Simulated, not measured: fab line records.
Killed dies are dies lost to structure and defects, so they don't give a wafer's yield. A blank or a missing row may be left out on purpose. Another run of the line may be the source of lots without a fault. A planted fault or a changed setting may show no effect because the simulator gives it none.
2 desks, one fault | flow gf180mcu | numbers are kept per desk, each desk with only its own; the story behind them comes last

THE METROLOGY DESK
Lot by lot, what the gauges showed, no matter which tool ran the lot: averages of those sampled wafers that carry a number. The brackets show how far a lot's mean lies from the usual mean; more than 4 standard deviations puts the lot out of limits, marked OUT.
Columns: A = STI_OXIDATION_02_THK at GF_STI_THK_MEAS_30, usual 10.04 nm
lot  | first seen here | A
L201 | day 2 05:29     | 9.87
L202 | day 2 10:44     | 9.99
L204 | day 2 21:36     | 9.72
L205 | day 3 02:52     | 10.01
L207 | day 3 13:04     | 9.82
L208 | day 3 17:46     | 10.07
L209 | day 4 00:56     | 9.78
L212 | day 4 15:55     | 10.12
L213 | day 4 20:35     | 10.14
L214 | day 5 01:12     | 13.87 (+17) OUT
L215 | day 5 07:34     | 13.87 (+17) OUT
L216 | day 5 13:49     | 10.14
L217 | day 5 18:32     | 14.13 (+19) OUT
L218 | day 5 22:01     | 10.13
L224 | day 7 08:52     | 10.16
This desk reports L214, L215, L217 out of limits; the earliest was L214 at day 5 01:12 (STI_OXIDATION_02_THK at GF_STI_THK_MEAS_30). L201, L202, L204, L205, L207, L208, L209, L212, L213, L216, L218, L224 stayed within limits.

THE TOOL OWNER'S DESK: furnace-01
The tool's own readings at GF_STI_OXIDATION_29 (stabilise 600 s, purge 300 s, target thk 10 nm): means of the sampled wafers that have a number, for each lot that ran on this tool. The brackets show how far a lot's mean lies from the usual mean; more than 4 standard deviations puts the lot out of limits, marked OUT.
Columns: A = spike_tc_bottom_C at GF_STI_OXIDATION_29, usual 919.0 C; B = spike_tc_centre_C at GF_STI_OXIDATION_29, usual 901.2 C; C = spike_tc_lower_C at GF_STI_OXIDATION_29, usual 900.6 C; D = spike_tc_top_C at GF_STI_OXIDATION_29, usual 916.2 C; E = spike_tc_upper_C at GF_STI_OXIDATION_29, usual 899.7 C; F = tube_center_temp_C at GF_STI_OXIDATION_29, usual 900.01 C; G = zone_power_upper_pct at GF_STI_OXIDATION_29, usual 16.12 %
lot  | first seen here | A               | B               | C               | D               | E               | F      | G
L202 | day 2 09:21     | 918.5           | 901.6           | 898.9           | 912.9           | 898.7           | 900.00 | 16.40
L205 | day 3 01:28     | 918.3           | 902.0           | 899.9           | 912.8           | 898.6           | 900.01 | 16.55
L212 | day 4 14:31     | 919.7           | 901.8           | 900.0           | 912.5           | 898.4           | 899.96 | 16.44
L213 | day 4 19:11     | 919.6           | 900.6           | 899.3           | 912.6           | 898.5           | 900.07 | 16.48
L214 | day 4 23:49     | 948.6 (+30) OUT | 931.3 (+31) OUT | 930.1 (+29) OUT | 942.1 (+11) OUT | 928.8 (+24) OUT | 899.97 | 17.64 (+5.3) OUT
L215 | day 5 06:10     | 949.3 (+30) OUT | 931.5 (+31) OUT | 930.0 (+29) OUT | 941.7 (+11) OUT | 928.5 (+24) OUT | 900.01 | 17.91 (+6.2) OUT
L217 | day 5 17:09     | 949.7 (+31) OUT | 932.3 (+32) OUT | 930.6 (+30) OUT | 942.7 (+11) OUT | 928.2 (+24) OUT | 900.07 | 17.80 (+5.8) OUT
This desk's finding: out of limits on L214, L215, L217; first on L214, day 4 23:49 (spike_tc_bottom_C at GF_STI_OXIDATION_29). L202, L205, L212, L213 stayed within limits.

BROUGHT TOGETHER
On L214, L215, L217, at day 4 23:49, an alarm was possible from the tool owner's desk.
Metrology desk: alarm possible at day 5 01:12 on L214, L215, L217.
All the named lots went through GF_STI_OXIDATION_29 on furnace-01.

WHAT THE SIMULATOR PUT IN
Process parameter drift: furnace-01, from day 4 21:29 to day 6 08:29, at GF_STI_OXIDATION_29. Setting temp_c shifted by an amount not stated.
Shown lots that were struck: L214, L215, L217.
Hours from the fault's start to each desk's first reading out of limits: the tool owner's desk, 2; the metrology desk, 4.
